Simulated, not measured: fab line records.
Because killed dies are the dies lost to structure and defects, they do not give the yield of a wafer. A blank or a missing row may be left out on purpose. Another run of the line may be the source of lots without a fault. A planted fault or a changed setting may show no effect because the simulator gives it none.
Matching of chambers | flow gf180mcu | GF_V5_ETCH_16 on rie_diel-04 has 4 sister chambers
The step etches BARC in N2/H2. 14 wafers are shown with their chamber, then 6 later ones without.

## WAFERS, EACH WITH ITS CHAMBER
wafer  | chamber | drypump_motor_current_A (A) | oes_product_au (a.u.) | throttle_valve_pct (%)
L783.1 | 1       | 4.6                         | 0.859                 | 13.214
L783.2 | 0       | 5.8                         | 0.859                 | 13.216
L783.3 | 2       | 5.8                         | 0.851                 | 13.223
L785.1 | 0       | 5.8                         | 0.864                 | 13.223
L785.2 | 1       | 4.6                         | 0.856                 | 13.219
L785.3 | 2       | 5.8                         | 0.854                 | 13.222
L796.2 | 3       | 5.8                         | 0.856                 | 13.221
L796.3 | 2       | 5.8                         | 0.851                 | 13.204
L797.1 | 1       | 4.6                         | 0.851                 | 13.204
L797.2 | 2       | 5.8                         | 0.843                 | 13.221
L797.6 | 1       | 4.6                         | 0.854                 | 13.229
L798.2 | 1       | 4.6                         | 0.867                 | 13.223
L798.4 | 0       | 5.8                         | 0.859                 | 13.237
L798.5 | 3       | 5.9                         | 0.858                 | 13.230

SIGNATURES (means of the wafers above)
reading                 | chamber 0 | chamber 1 | chamber 2 | chamber 3 | scatter within a chamber
drypump_motor_current_A | 5.800     | 4.600     | 5.800     | 5.850     | 0.0224
oes_product_au          | 0.86067   | 0.85740   | 0.84975   | 0.85700   | 0.00484
throttle_valve_pct      | 13.22533  | 13.21780  | 13.21750  | 13.22550  | 0.00934
Rule: for each reading, subtract the chamber's mean from the wafer's reading, divide by that reading's scatter and square the result; add these up over the readings and take the root, which gives the wafer's distance from the chamber. If the next closest chamber is less than 2 further off than the closest, the wafer can't be placed; otherwise it belongs to the closest. The scatter is the square root of a quotient: the sum, over the shown wafers, of each reading's squared deviation from its chamber's mean, divided by wafers minus chambers.

## WAFERS WITH NO CHAMBER GIVEN
wafer  | drypump_motor_current_A (A) | oes_product_au (a.u.) | throttle_valve_pct (%)
L803.1 | 5.8                         | 0.854                 | 13.233
L803.4 | 5.8                         | 0.857                 | 13.244
L803.6 | 5.9                         | 0.862                 | 13.212
L806.2 | 5.8                         | 0.858                 | 13.220
L806.3 | 4.6                         | 0.846                 | 13.224
L806.6 | 5.8                         | 0.861                 | 13.227

## EACH ONE'S CHAMBER
wafer  | from the rows above          | in truth
L803.1 | can't be placed: 0 or 2 or 3 | 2
L803.4 | can't be placed: 0 or 3 or 2 | 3
L803.6 | can't be placed: 3 or 0      | 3
L806.2 | can't be placed: 0 or 2 or 3 | 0
L806.3 | 1                            | 1
L806.6 | 0                            | 0
Placed correctly: 2 of 6. These rows do not allow placing 4 (true chamber among the candidates in 4). Number placed wrongly: 0.
